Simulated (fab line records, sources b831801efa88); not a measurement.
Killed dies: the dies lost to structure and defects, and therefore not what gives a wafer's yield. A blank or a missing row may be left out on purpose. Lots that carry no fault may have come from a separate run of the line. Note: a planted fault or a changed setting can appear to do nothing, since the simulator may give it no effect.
Matching of chambers || flow gf180mcu || GF_V3_CVD_00 on hdpcvd-02: 3 sister chambers
The step deposits SiO2, target thk 600 nm, time 100 s. 3 wafers are shown with their chamber, then 8 later ones without.

== EACH WAFER AND ITS CHAMBER ==
{"wafer": "L318.1", "chamber": 2, "sih4_flow_sccm (sccm)": 60.02}
{"wafer": "L318.3", "chamber": 0, "sih4_flow_sccm (sccm)": 59.69}
{"wafer": "L320.1", "chamber": 1, "sih4_flow_sccm (sccm)": 60.15}

== WAFERS MISSING THEIR CHAMBER ==
{"wafer": "L320.2", "sih4_flow_sccm (sccm)": 59.72}
{"wafer": "L320.4", "sih4_flow_sccm (sccm)": 59.70}
{"wafer": "L321.3", "sih4_flow_sccm (sccm)": 59.93}
{"wafer": "L321.4", "sih4_flow_sccm (sccm)": 60.31}
{"wafer": "L321.6", "sih4_flow_sccm (sccm)": 60.31}
{"wafer": "L323.1", "sih4_flow_sccm (sccm)": 60.44}
{"wafer": "L323.5", "sih4_flow_sccm (sccm)": 60.27}
{"wafer": "L323.6", "sih4_flow_sccm (sccm)": 60.08}

== EACH ONE'S CHAMBER ==
{"wafer": "L320.2", "from the rows above": "can't be placed: 0 or 2", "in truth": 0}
{"wafer": "L320.4", "from the rows above": 0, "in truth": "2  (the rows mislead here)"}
{"wafer": "L321.3", "from the rows above": "can't be placed: 2 or 1 or 0", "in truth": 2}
{"wafer": "L321.4", "from the rows above": "can't be placed: 1 or 2", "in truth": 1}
{"wafer": "L321.6", "from the rows above": "can't be placed: 1 or 2", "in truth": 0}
{"wafer": "L323.1", "from the rows above": "can't be placed: 1 or 2", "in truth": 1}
{"wafer": "L323.5", "from the rows above": "can't be placed: 1 or 2", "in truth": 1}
{"wafer": "L323.6", "from the rows above": "can't be placed: 2 or 1", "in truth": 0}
Placed correctly: 0 of 8. Can't be placed from these rows: 7 (the true chamber is among the candidates in 5). Number placed wrongly: 1.
How it was worked out, from the rows above alone: a wafer's distance from a chamber is the root of the sum, over the readings, of the square of ((its reading less the chamber's mean) divided by the reading's scatter). If the next closest chamber is less than 2 further off than the closest, the wafer can't be placed; otherwise it belongs to the closest. For every chamber, the mean is computed from those of its wafers that are shown. The scatter (one wafer shown for each chamber): square how far every hidden wafer sits from the nearest shown wafer, average those squares and take the square root.
